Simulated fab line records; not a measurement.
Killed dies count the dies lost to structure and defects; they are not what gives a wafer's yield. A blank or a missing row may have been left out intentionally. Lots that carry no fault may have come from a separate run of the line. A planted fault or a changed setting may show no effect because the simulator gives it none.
fab line records -- flow sky130
record lots=7, wafers=21, lastDay=50
route steps=708 shown VIA4@660 METAL5@661
lots with no fault: from the same line, run without faults
startH: hours from the record's opening day to when the first of the lot's shown wafers began -- waitH: how many hours have passed since the lot's step before this one -- " repeats the value in the row above -- L1.1+2: a row that stands for several wafers -- - value missing, or start not given -- * or withheld: withheld -- < > ~ a bound
route shown NAME@n: a module of which the file shows steps, and the number in the route of the first -- usual: mean/standard deviation of fault-free wafers -- same: alike in all rows -- chamber/n: place in a boat -- sites: readings site by site -- _std_site: standard deviation across them -- _edge_site: the outer-site mean with the inner-site mean subtracted -- radiusMm: how far each site lies from the wafer's centre -- mask NAME#n: copy n -- behind: the tool/chamber that last shaped the wafer -- hold: cause of the lot's hold/its duration in hours/its outcome -- device: whichever transistor did not switch (one of n, p or np) -- end of line: tests of these same wafers at the route's end -- for a step that has no rows: nothing shown but its recipe -- killed: the dies lost at the first sort to structure and to defects; this is not the yield of the wafer -- map: shows each die of a wafer: x if killed, . if not, _ if none is there
set.NAME: setting as actually run; set.NAME@STEP: the setting as run at that earlier step -- model.NAME: the simulator's own value behind a step, which no gauge read
certain route steps with their lots: each step a table, each wafer a row
services: from which hour (startH, from the record's first day; less than 0 if before it) a tool's chamber was out of use, for how many hours, and why
## steps
# step SKY_VIA4_CMP_21
# recipe stopOn=SiO2, tOverpolishS=25, downForcePsi=3.5, platenRpm=60, targetThkNm=0, padVelocityMS=0.94248
# usual headPressurePsi=3.500/0.0067, motorCurrentA=10.4/1.5, overpolishRunS=25.000/0.0087, timeToEndpointS=123/4.6
lot.wafer,tool,chamber,startH,waitH,headPressurePsi,motorCurrentA,overpolishRunS,timeToEndpointS
L900.1,cmp-02,0,1000.02,0.1,3.504,8.1,25.015,126
L900.2,cmp-02,2,1000.02,0.1,3.503,12.1,25.002,119
L900.5,cmp-02,0,1000.02,0.1,3.499,8.3,24.983,121
L908.2,cmp-02,2,1056.23,0.3,3.493,12.1,24.999,122
L908.1,cmp-02,0,1056.23,0.3,3.500,7.9,25.003,124
L908.5,cmp-02,3,1056.23,0.3,3.494,10.4,25.005,124
L917.3,cmp-01,1,1117.43,0.6,3.501,11.3,24.988,127
L917.5,cmp-01,0,1117.43,0.6,3.496,9.0,24.989,128
L917.6,cmp-01,1,1117.43,0.6,3.498,10.7,25.019,126
L918.3,cmp-01,1,1125.35,0.3,3.498,10.4,25.010,125
L918.1,cmp-01,3,1125.35,0.3,3.497,9.8,24.986,129
L918.5,cmp-01,2,1125.35,0.3,3.499,12.3,25.000,128
L919.4,cmp-01,0,1127.59,0.3,3.499,8.4,25.003,127
L919.3,cmp-01,3,1127.59,0.3,3.503,9.5,25.006,129
L919.5,cmp-01,1,1127.59,0.3,3.499,10.9,24.997,127
L921.3,cmp-02,3,1131.11,0.0,3.493,10.7,25.003,112
L921.2,cmp-02,0,1131.11,0.0,3.487,8.1,25.006,118
L921.5,cmp-02,3,1131.11,0.0,3.489,10.8,24.991,115
L922.4,cmp-02,1,1134.98,0.6,3.501,10.8,25.012,120
L922.6,cmp-02,1,1134.98,0.6,3.520,11.0,25.006,125
L922.5,cmp-02,2,1134.98,0.6,3.502,12.1,25.002,119
# step SKY_METAL5_SPUTTER_00
# recipe material=Ti, targetThkNm=15, powerW=3000, timeS=10, chamberPressurePa=0.4
# usual throttleValvePct=29.7/1.3
lot.wafer,tool,chamber,startH,waitH,throttleValvePct
L900.1,pvdSputter-04,-,1000.27,0.2,30.3
L900.2,pvdSputter-04,-,1000.27,0.2,28.7
L900.5,pvdSputter-04,-,1000.27,0.2,30.0
L908.1,pvdSputter-04,-,1056.53,0.1,29.9
L908.2,pvdSputter-04,-,1056.53,0.1,28.3
L908.5,pvdSputter-04,-,1056.53,0.1,28.5
L917.3,pvdSputter-04,-,1117.68,0.2,28.6
L917.5,pvdSputter-04,-,1117.68,0.2,29.5
L917.6,pvdSputter-04,-,1117.68,0.2,28.2
L918.1,pvdSputter-03,-,1125.65,0.1,30.3
L918.3,pvdSputter-03,-,1125.65,0.1,29.5
L918.5,pvdSputter-03,-,1125.65,0.1,28.9
L919.3,pvdSputter-02,-,1127.89,0.1,30.6
L919.4,pvdSputter-02,-,1127.89,0.1,29.3
L919.5,pvdSputter-02,-,1127.89,0.1,32.8
L921.2,pvdSputter-04,-,1131.41,0.2,29.6
L921.3,pvdSputter-04,-,1131.41,0.2,29.8
L921.5,pvdSputter-04,-,1131.41,0.2,29.6
L922.4,pvdSputter-02,-,1135.28,0.2,33.0
L922.5,pvdSputter-02,-,1135.28,0.2,31.5
L922.6,pvdSputter-02,-,1135.28,0.2,32.9
# step SKY_METAL5_SPUTTER_01
# recipe material=TiN, targetThkNm=20, powerW=6500, timeS=16.7, chamberPressurePa=0.4
# usual throttleValvePct=29.8/1.3
lot.wafer,tool,chamber,startH,waitH,throttleValvePct
L900.1,pvdSputter-04,-,1000.29,0.0,29.9
L900.2,pvdSputter-04,-,1000.29,0.0,28.2
L900.5,pvdSputter-04,-,1000.29,0.0,30.2
L908.1,pvdSputter-04,-,1056.56,0.0,29.9
L908.2,pvdSputter-04,-,1056.56,0.0,28.3
L908.5,pvdSputter-04,-,1056.56,0.0,28.3
L917.3,pvdSputter-04,-,1117.70,0.0,28.5
L917.5,pvdSputter-04,-,1117.70,0.0,29.6
L917.6,pvdSputter-04,-,1117.70,0.0,28.2
L918.1,pvdSputter-03,-,1125.68,0.0,30.3
L918.3,pvdSputter-03,-,1125.68,0.0,29.6
L918.5,pvdSputter-03,-,1125.68,0.0,28.9
L919.3,pvdSputter-02,-,1127.94,0.0,30.6
L919.4,pvdSputter-02,-,1127.94,0.0,29.4
L919.5,pvdSputter-02,-,1127.94,0.0,32.9
L921.2,pvdSputter-04,-,1131.43,0.0,29.6
L921.3,pvdSputter-04,-,1131.43,0.0,30.0
L921.5,pvdSputter-04,-,1131.43,0.0,29.8
L922.4,pvdSputter-02,-,1135.31,0.0,32.8
L922.5,pvdSputter-02,-,1135.31,0.0,31.5
L922.6,pvdSputter-02,-,1135.31,0.0,32.7
# step SKY_METAL5_SPUTTER_02
# recipe material=AlCu, targetThkNm=1150, powerW=10600, timeS=61.2, chamberPressurePa=0.4
# step SKY_METAL5_SPUTTER_03
# recipe material=Ti, targetThkNm=5, powerW=3000, timeS=3.3, chamberPressurePa=0.4
# usual throttleValvePct=29.8/1.3
lot.wafer,tool,chamber,startH,waitH,throttleValvePct
L900.1,pvdSputter-04,-,1000.37,0.0,30.0
L900.2,pvdSputter-04,-,1000.37,0.0,28.4
L900.5,pvdSputter-04,-,1000.37,0.0,30.0
L908.1,pvdSputter-04,-,1056.63,0.0,30.0
L908.2,pvdSputter-04,-,1056.63,0.0,28.6
L908.5,pvdSputter-04,-,1056.63,0.0,28.2
L917.3,pvdSputter-04,-,1117.78,0.0,28.5
L917.5,pvdSputter-04,-,1117.78,0.0,29.3
L917.6,pvdSputter-04,-,1117.78,0.0,28.1
L918.1,pvdSputter-03,-,1125.75,0.0,30.2
L918.3,pvdSputter-03,-,1125.75,0.0,29.6
L918.5,pvdSputter-03,-,1125.75,0.0,28.9
L919.3,pvdSputter-02,-,1128.09,0.1,30.7
L919.4,pvdSputter-02,-,1128.09,0.1,29.4
L919.5,pvdSputter-02,-,1128.09,0.1,32.5
L921.2,pvdSputter-04,-,1131.51,0.0,29.7
L921.3,pvdSputter-04,-,1131.51,0.0,30.1
L921.5,pvdSputter-04,-,1131.51,0.0,29.4
L922.4,pvdSputter-02,-,1135.38,0.0,32.6
L922.5,pvdSputter-02,-,1135.38,0.0,31.5
L922.6,pvdSputter-02,-,1135.38,0.0,33.2
# step SKY_METAL5_SPUTTER_04
# recipe material=TiN, targetThkNm=70, powerW=6500, timeS=58.3, chamberPressurePa=0.4
# usual throttleValvePct=29.8/1.3
lot.wafer,tool,chamber,startH,waitH,throttleValvePct
L900.1,pvdSputter-04,-,1000.39,0.0,30.2
L900.2,pvdSputter-04,-,1000.39,0.0,28.5
L900.5,pvdSputter-04,-,1000.39,0.0,30.0
L908.1,pvdSputter-04,-,1056.65,0.0,30.1
L908.2,pvdSputter-04,-,1056.65,0.0,28.4
L908.5,pvdSputter-04,-,1056.65,0.0,28.4
L917.3,pvdSputter-04,-,1117.80,0.0,28.7
L917.5,pvdSputter-04,-,1117.80,0.0,29.7
L917.6,pvdSputter-04,-,1117.80,0.0,28.4
L918.1,pvdSputter-03,-,1125.77,0.0,30.4
L918.3,pvdSputter-03,-,1125.77,0.0,29.7
L918.5,pvdSputter-03,-,1125.77,0.0,29.3
L919.3,pvdSputter-02,-,1128.13,0.0,30.8
L919.4,pvdSputter-02,-,1128.13,0.0,29.4
L919.5,pvdSputter-02,-,1128.13,0.0,32.8
L921.2,pvdSputter-04,-,1131.53,0.0,29.3
L921.3,pvdSputter-04,-,1131.53,0.0,30.2
L921.5,pvdSputter-04,-,1131.53,0.0,29.3
L922.4,pvdSputter-02,-,1135.40,0.0,32.8
L922.5,pvdSputter-02,-,1135.40,0.0,31.7
L922.6,pvdSputter-02,-,1135.40,0.0,32.8
# step SKY_METAL5_RS_MEAS_05
# recipe thkMeasGauge=four-point-probe, reads=TiN_of_METAL5_SPUTTER_04+Ti_of_METAL5_SPUTTER_03+AlCu_of_METAL5_SPUTTER_02+TiN_of_METAL5_SPUTTER_01+Ti_of_METAL5_SPUTTER_00
# usual METAL5_ALCU_RS=0.02708/0.00022
lot.wafer,tool,chamber,startH,waitH,METAL5_ALCU_RS[ohm/sq]
L900.1,filmMetro-04,-,1000.44,0.0,0.02685
L900.2,filmMetro-04,-,1000.44,0.0,0.02691
L900.5,filmMetro-04,-,1000.44,0.0,0.02673
L908.1,filmMetro-01,-,1056.70,0.0,0.02734
L908.2,filmMetro-01,-,1056.70,0.0,0.0273
L908.5,filmMetro-01,-,1056.70,0.0,0.02724
L917.3,filmMetro-01,-,1117.88,0.1,0.02698
L917.5,filmMetro-01,-,1117.88,0.1,0.02711
L917.6,filmMetro-01,-,1117.88,0.1,0.02687
L918.1,filmMetro-02,-,1125.82,0.0,0.02687
L918.3,filmMetro-02,-,1125.82,0.0,0.02686
L918.5,filmMetro-02,-,1125.82,0.0,0.02686
L919.3,filmMetro-04,-,1128.26,0.1,0.02732
L919.4,filmMetro-04,-,1128.26,0.1,0.02727
L919.5,filmMetro-04,-,1128.26,0.1,0.02743
L921.2,filmMetro-01,-,1131.60,0.0,0.02702
L921.3,filmMetro-01,-,1131.60,0.0,0.02702
L921.5,filmMetro-01,-,1131.60,0.0,0.02711
L922.4,filmMetro-04,-,1135.51,0.1,0.02694
L922.5,filmMetro-04,-,1135.51,0.1,0.02684
L922.6,filmMetro-04,-,1135.51,0.1,0.0269
# step SKY_METAL5_THK_MEAS_06
# recipe thkMeasGauge=xrf, reads=AlCu_of_METAL5_SPUTTER_02
# usual METAL5_ALCU_THK=1114/16
lot.wafer,tool,chamber,startH,waitH,METAL5_ALCU_THK[nm]
L900.1,filmMetro-04,-,1000.56,0.1,1115
L900.2,filmMetro-04,-,1000.56,0.1,1117
L900.5,filmMetro-04,-,1000.56,0.1,1117
L908.1,filmMetro-01,-,1056.82,0.1,1086
L908.2,filmMetro-01,-,1056.82,0.1,1097
L908.5,filmMetro-01,-,1056.82,0.1,1104
L917.3,filmMetro-01,-,1117.98,0.1,1113
L917.5,filmMetro-01,-,1117.98,0.1,1108
L917.6,filmMetro-01,-,1117.98,0.1,1121
L918.1,filmMetro-02,-,1125.94,0.1,1150
L918.3,filmMetro-02,-,1125.94,0.1,1146
L918.5,filmMetro-02,-,1125.94,0.1,1148
L919.3,filmMetro-04,-,1128.36,0.1,1100
L919.4,filmMetro-04,-,1128.36,0.1,1104
L919.5,filmMetro-04,-,1128.36,0.1,1096
L921.2,filmMetro-01,-,1131.71,0.1,1116
L921.3,filmMetro-01,-,1131.71,0.1,1106
L921.5,filmMetro-01,-,1131.71,0.1,1108
L922.4,filmMetro-04,-,1135.60,0.1,1117
L922.5,filmMetro-04,-,1135.60,0.1,1121
L922.6,filmMetro-04,-,1135.60,0.1,1125
# step SKY_METAL5_DEHYDRATE_07
# recipe tempC=200, timeS=60
# step SKY_METAL5_HMDS_08
# recipe primeTimeS=60, primeTempC=120
# step SKY_METAL5_COAT_09
# recipe resist=NOVOLAK, spinRpm=3000, resistThkNm=1800
# step SKY_METAL5_SOFTBAKE_10
# recipe tempC=90, timeS=60, resist=NOVOLAK
# step SKY_METAL5_EXPOSE_11
# recipe maskId=MM5, na=0.6, sourceShape=conventional, sigmaOuter=0.6, polarization=unpolarized, targetCdNm=1600, doseMj=190
# usual exposureDoseMJCm2=190.06/0.18, focusOffsetNm=0.0/0.54
lot.wafer,tool,chamber,startH,waitH,mask,exposureDoseMJCm2,focusOffsetNm
L900.1,ilineStepper-01,0,1012.54,-,MM5#0,190.08,-0.2
L900.2,ilineStepper-01,0,1012.54,-,MM5#0,190.07,-0.3
L900.5,ilineStepper-01,0,1012.54,-,MM5#0,190.07,0.7
L908.1,ilineStepper-01,0,1067.13,-,MM5#0,190.16,-0.1
L908.2,ilineStepper-01,0,1067.13,-,MM5#0,190.02,0.4
L908.5,ilineStepper-01,0,1067.13,-,MM5#0,189.90,0.3
L917.3,ilineStepper-02,-,1128.14,-,MM5#0,-,-
L917.5,ilineStepper-02,-,1128.14,-,MM5#0,-,-
L917.6,ilineStepper-02,-,1128.14,-,MM5#0,-,-
L918.1,ilineStepper-02,-,1135.10,-,MM5#0,-,-
L918.3,ilineStepper-02,-,1135.10,-,MM5#0,-,-
L918.5,ilineStepper-02,-,1135.10,-,MM5#0,-,-
L919.3,ilineStepper-01,-,1137.44,-,MM5#0,-,-
L919.4,ilineStepper-01,-,1137.44,-,MM5#0,-,-
L919.5,ilineStepper-01,-,1137.44,-,MM5#0,-,-
L921.2,ilineStepper-01,0,1141.13,-,MM5#0,189.95,0.4
L921.3,ilineStepper-01,0,1141.13,-,MM5#0,190.03,0.3
L921.5,ilineStepper-01,0,1141.13,-,MM5#0,189.91,0.5
L922.4,ilineStepper-01,0,1144.41,-,MM5#0,189.96,-0.4
L922.5,ilineStepper-01,0,1144.41,-,MM5#0,190.11,-0.8
L922.6,ilineStepper-01,0,1144.41,-,MM5#0,190.28,-0.3
# step SKY_METAL5_PEB_12
# recipe tempC=withheld, timeS=*, resist=NOVOLAK
## services
tool,chamber,startH,hours,kind
ilineStepper-01,-,981.22,4.4,pm
pvdSputter-04,-,1001.35,0.5,repair
cmp-01,-,1003.81,0.4,repair
ilineStepper-01,-,1004.15,5.6,repair
cmp-01,-,1014.85,0.9,repair
cmp-02,-,1023.99,4.0,repair
ilineStepper-02,-,1041.59,1.7,pm
cmp-01,-,1043.47,24.3,repair
pvdSputter-03,-,1045.74,27.6,repair
pvdSputter-03,-,1055.87,2.5,repair
cmp-02,-,1072.67,3.4,repair
pvdSputter-04,-,1084.03,1.7,repair
cmp-02,-,1093.81,4.0,pm
cmp-02,-,1097.81,-,consumableReplace:conditioner
cmp-02,-,1097.81,-,consumableReplace:pad
cmp-02,-,1108.20,3.8,repair
cmp-02,-,1112.01,7.0,pm
ilineStepper-01,0,1115.18,-,calibration
cmp-02,-,1123.14,7.0,pm
ilineStepper-02,0,1130.78,-,calibration
cmp-01,-,1131.30,6.1,pm
ilineStepper-02,-,1138.80,11.9,repair
cmp-01,-,1140.89,3.1,repair
## key
firstSign step=SKY_METAL5_EXPOSE_11, reading=toolRecord, direction=missing
effect none on later readings
metAt SKY_METAL5_EXPOSE_11
struckWafers L917.3,L917.5,L917.6,L918.1,L918.3,L918.5,L919.3,L919.4,L919.5
laterRowsLeftOut L917.3,L917.5,L917.6,L918.1,L918.3,L918.5,L919.3,L919.4,L919.5
sortLeftOut L917.3,L917.5,L917.6,L918.1,L918.3,L918.5,L919.3,L919.4,L919.5
onsetBetween 1067.13 1128.14
fault kind=skippedStepWhole, tool=ilineStepper-01,ilineStepper-02, chamber=-, onsetH=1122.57, steps=SKY_METAL5_EXPOSE_11, scope=struckLotsOnly
# sortLeftOut: the simulated sort isn't trusted on such a fault, so these wafers' sort isn't shown, and their yield isn't known
# laterRowsLeftOut: the simulator's readings of these wafers behind a module that went badly wrong aren't trusted and aren't shown, but for the sort
